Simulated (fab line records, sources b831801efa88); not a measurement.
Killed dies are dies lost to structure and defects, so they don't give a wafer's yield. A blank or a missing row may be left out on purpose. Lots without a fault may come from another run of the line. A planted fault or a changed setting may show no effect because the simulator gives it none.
Which tool did it? | flow gf180mcu | 24 lots, 72 wafers sampled, at 1 step of a route of 602

WHAT THE GAUGES READ, wafer by wafer
GF_V3_THK_MEAS_01. Usual: V3_CVD_00_THK 600 nm, standard deviation 7.6.
lot  | measured     | on            | V3_CVD_00_THK (nm) | flag
L074 | day 20 22:48 | film_metro-04 | 593 585 587        |
L075 | day 21 03:34 | film_metro-03 | 594 588 595        |
L076 | day 21 13:51 | film_metro-03 | 594 594 594        |
L077 | day 22 05:16 | film_metro-03 | 608 601 590        |
L078 | day 22 08:19 | film_metro-04 | 597 605 604        |
L079 | day 22 16:40 | film_metro-04 | 597 600 594        |
L080 | day 23 08:19 | film_metro-02 | 596 598 604        |
L081 | day 23 13:44 | film_metro-03 | 606 601 594        |
L082 | day 24 07:43 | film_metro-03 | 611 606 620        |
L083 | day 24 21:34 | film_metro-04 | 609 605 613        |
L084 | day 25 01:55 | film_metro-02 | 611 610 601        |
L085 | day 25 19:35 | film_metro-02 | 600 602 585        |
L086 | day 26 02:06 | film_metro-02 | 601 611 597        |
L087 | day 26 10:25 | film_metro-03 | 601 617 599        |
L088 | day 26 14:36 | film_metro-03 | 611 603 612        |
L090 | day 27 04:19 | film_metro-04 | 593 605 587        |
L089 | day 27 08:15 | film_metro-03 | 585 599 603        |
L092 | day 27 18:45 | film_metro-03 | 583 603 598        |
L091 | day 27 22:43 | film_metro-02 | 586 598 586        |
L093 | day 28 03:52 | film_metro-02 | 600 593 590        |
L094 | day 28 08:19 | film_metro-02 | 591 609 604        |
L096 | day 28 14:10 | film_metro-02 | 612 613 596        |
L095 | day 28 16:59 | film_metro-04 | 608 596 599        |
L097 | day 29 04:49 | film_metro-04 | 608 599 607        |

WHICH TOOL RAN EACH LOT (tool, then ch and the chambers of the sampled wafers, then the start)
The record holds no process step before these readings.

WHAT THE TOOLS THEMSELVES READ (means of the sampled wafers that have a number; where no wafer has one, the mark that the record gives instead)
The record holds no such reading with a usual standard deviation.

THE ANSWER, worked out from the rows above alone
Rule: a lot is off if the mean of its wafers that have a number lies more than 3 standard deviations from the usual mean. A lot without any number at a reading at which 4 lots or more have one is off too. The other lots that the step has rows for count as sound. The gauges are gone through in route order, then the tools' own readings, and for those a lot's mean is taken as printed above. The first step at which some lot is off is used, and at that step the reading that is off furthest; a lot without a number counts as furthest.
No lot is off at any reading shown: from this, nothing can be told.

WHAT THE SIMULATOR HAD PUT IN
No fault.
